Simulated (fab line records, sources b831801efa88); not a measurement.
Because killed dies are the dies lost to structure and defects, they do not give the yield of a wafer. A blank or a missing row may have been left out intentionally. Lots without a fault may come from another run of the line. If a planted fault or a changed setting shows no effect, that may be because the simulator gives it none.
Comparing a struck lot with a sound one || flow sky130 || 21 out of 708 route steps
Sound: wafers L319.3, L319.4, L319.5. Struck: wafers L322.2, L322.5 (left out: L322.3, a lot-mate that was not struck); the cause follows at the end.
At each step with rows: each side's tool, then ch and its chambers, then its first start. Under that, the readings that differ: sound wafers || struck wafers || difference of the means || sigmas: that difference in standard deviations of wafers without a fault.
alike: a reading whose means differ by less than 2 such deviations, as well as words and numbers matching on both sides. not compared: withheld readings; readings where some wafer has no value; bounds like >300 that might hide an equal value; numbers whose values overlap and for which the record gives no deviation.
Wherever a step has rows on one side only, a row that says differs or no value, or a row with sigmas, the two part there. Numbers that don't overlap but have no deviation are shown without sigmas and don't part them. Lack of a reading on every wafer of one side parts them only where that side has two or more wafers.

first, 1 step without rows for these wafers: SKY_LDD_LDN_IMPLANT_11.
SKY_LDD_LDN_STRIP_12: strips in O2/N2.
  sound on plasmaAsher-04 ch 0,1, day 23 16:40; struck on plasmaAsher-01 ch 1, day 25 06:42
  alike: chamberPressureMTorr, drypumpMotorCurrentA, oesProductAu, stripTimeToEndpointS
  not compared: rfHoursCounterH
SKY_LDD_LDN_TW_MEAS_13:
  sound on filmMetro-01 at day 23 16:45; struck on filmMetro-01 at day 25 06:49
  alike: LDD_LDN_TW
then, 2 steps without rows for these wafers: SKY_LDD_LDN_CLEAN_14 (cleans in SC1/SC2, time 150 s); SKY_SPACER_CVD_00 (deposits Si3N4 from DCS/NH3, target thk 43.1 nm, time 740 s).
SKY_SPACER_THK_MEAS_01:
  sound on filmMetro-02 at day 23 19:15; struck on filmMetro-01 at day 25 08:08
  alike: SPACER_CVD_00_THK
SKY_SPACER_ETCHBACK_02: etches Si3N4 in CH3F/O2, stops on SiO2, time 46.7 s, target depth 45 nm.
  sound on rieDiel-02 ch 1,3, day 23 19:17; struck on rieDiel-01 ch 0,3, day 25 08:11
  alike: chamberPressureMTorr, drypumpMotorCurrentA, oesProductAu, rfFwdPowerW, throttleValvePct
  not compared: rfHoursCounterH
then, 5 steps without rows for these wafers: SKY_POLY_CUT_DEHYDRATE_00 (time 60 s); SKY_POLY_CUT_HMDS_01 (prime time 60 s); SKY_POLY_CUT_COAT_02 (resist thk 60 nm); SKY_POLY_CUT_COAT_03 (resist thk 450 nm); SKY_POLY_CUT_SOFTBAKE_04 (time 90 s).
SKY_POLY_CUT_EXPOSE_05: exposes mask NPCM, target cd 270 nm.
  sound on krfScanner-02 ch 0, day 24 11:37; struck on krfScanner-02 ch 0, day 25 23:42
  alike: mask
then, 2 steps without rows for these wafers: SKY_POLY_CUT_PEB_06; SKY_POLY_CUT_DEVELOP_07 (develop time 60 s).
SKY_POLY_CUT_CD_MEAS_08 targets a cd of 270 nm.
  sound on cdSem-01 at day 25 02:36; struck on cdSem-02 at day 26 15:41
{"reading": "cdNm (nm)", "sound": "268.3 268.5 269.5", "struck": "264.6 264.5", "difference": -4.2, "sigmas": -3}
  not compared: hold
SKY_POLY_CUT_OVL_MEAS_09:
  sound on overlay-01 at day 25 02:41; struck on overlay-01 at day 26 15:48
  alike: POLY_CUT_OVL
  not compared: hold
SKY_POLY_CUT_ETCH_10: etches BARC in N2/H2, stops on SiO2, time 45.9 s, target depth 60 nm.
  sound on rieDiel-03 ch 0,1,3, day 25 02:43; struck on rieDiel-03 ch 0,3, day 26 15:50
{"reading": "model.POLY_CUT.cdNm (nm)", "sound": "267.9 268.2 269.3", "struck": "264.3 264.3", "difference": -4.2, "sigmas": ""}
  alike: chamberPressureMTorr, drypumpMotorCurrentA, oesProductAu, rfFwdPowerW, throttleValvePct
  not compared: rfHoursCounterH
SKY_POLY_CUT_ETCH_11: etches Si3N4 in CF4/CH2F2/Ar, stops on poly-Si, time 42.5 s, target depth 60 nm.
  sound on rieDiel-03 ch 0,1,3, day 25 02:45; struck on rieDiel-03 ch 0,3, day 26 15:52
{"reading": "model.POLY_CUT.cdNm (nm)", "sound": "268 268.2 269.3", "struck": "264.4 264.3", "difference": -4.1, "sigmas": ""}
  alike: chamberPressureMTorr, drypumpMotorCurrentA, oesProductAu, rfFwdPowerW, throttleValvePct
  not compared: rfHoursCounterH
SKY_POLY_CUT_STRIP_12: strips in O2/N2.
  sound on plasmaAsher-04 ch 0,1, day 25 02:50; struck on plasmaAsher-01 ch 0, day 26 15:55
  alike: chamberPressureMTorr, drypumpMotorCurrentA, oesProductAu, stripTimeToEndpointS
  not compared: rfHoursCounterH
SKY_PAD_OPEN_PROBE_99:
  the record holds rows for the sound wafers here (prober-02, day 46 17:10) but none for the struck ones

## WHERE THEY PART
Last at SKY_PAD_OPEN_PROBE_99 as far as this record goes, first at SKY_POLY_CUT_CD_MEAS_08.

WHY: what the simulator had put in
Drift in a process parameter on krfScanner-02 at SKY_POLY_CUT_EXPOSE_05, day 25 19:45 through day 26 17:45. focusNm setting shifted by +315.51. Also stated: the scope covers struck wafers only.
